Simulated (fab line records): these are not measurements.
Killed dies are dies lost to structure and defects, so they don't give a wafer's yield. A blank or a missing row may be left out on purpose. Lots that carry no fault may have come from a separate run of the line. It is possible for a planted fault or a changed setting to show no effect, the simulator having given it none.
Which tool is to blame? | flow sky130 | Sampling: 6 lots, 18 wafers, 2 of 708 route steps

WHAT THE GAUGES READ, wafer by wafer
SKY_GATE_OXIDE_THK_MEAS_02.
lot  | measured     | on           | GATE_OXIDE_OXIDATION_00_THK (nm)
L944 | day 13 23:08 | filmMetro-01 | 10.17 10.22 10.07
L947 | day 15 00:38 | filmMetro-01 | 10.04 10.00 10.10
L950 | day 16 00:32 | filmMetro-04 | 10.34 10.10 10.33
L955 | day 17 14:55 | filmMetro-04 | 10.05 10.10 10.33
L957 | day 18 11:51 | filmMetro-01 | 10.44 10.30 10.37
L964 | day 21 09:20 | filmMetro-04 | 10.27 10.40 10.33

WHICH TOOL RAN EACH LOT (tool, then ch and the chambers of the sampled wafers, then the start)
lot  | SKY_GATE_OXIDE_OXIDATION_01
L944 | furnace-02 ch 0, day 13 21:43
L947 | furnace-01 ch 0, day 14 23:13
L950 | furnace-02 ch 0, day 15 23:07
L955 | furnace-02 ch 0, day 17 13:31
L957 | furnace-01 ch 0, day 18 10:25
L964 | furnace-01 ch 0, day 21 07:54
- SKY_GATE_OXIDE_OXIDATION_01: stabilise 600 s, purge 300 s, target thk 10.268 nm.

THE ANSWER, worked out from the rows above alone
Rule: the lots themselves supply what counts as usual. The widest of any qualifying gaps counts: lots, ordered by their means at a reading, are off when they make up no more than a third of the lots, leave a main group of 4 or more, and stand apart from it by 3 or more times the standard deviation of that group's means. Not used: any main group whose means are identical at the precision the tables above print for the reading. A lot without any number at a reading at which 4 lots or more have one is off too. Where the step has rows for the other lots, those lots are counted as sound.
No lot is off on any of the readings shown, so nothing can be concluded from this.

WHAT THE SIMULATOR PUT IN
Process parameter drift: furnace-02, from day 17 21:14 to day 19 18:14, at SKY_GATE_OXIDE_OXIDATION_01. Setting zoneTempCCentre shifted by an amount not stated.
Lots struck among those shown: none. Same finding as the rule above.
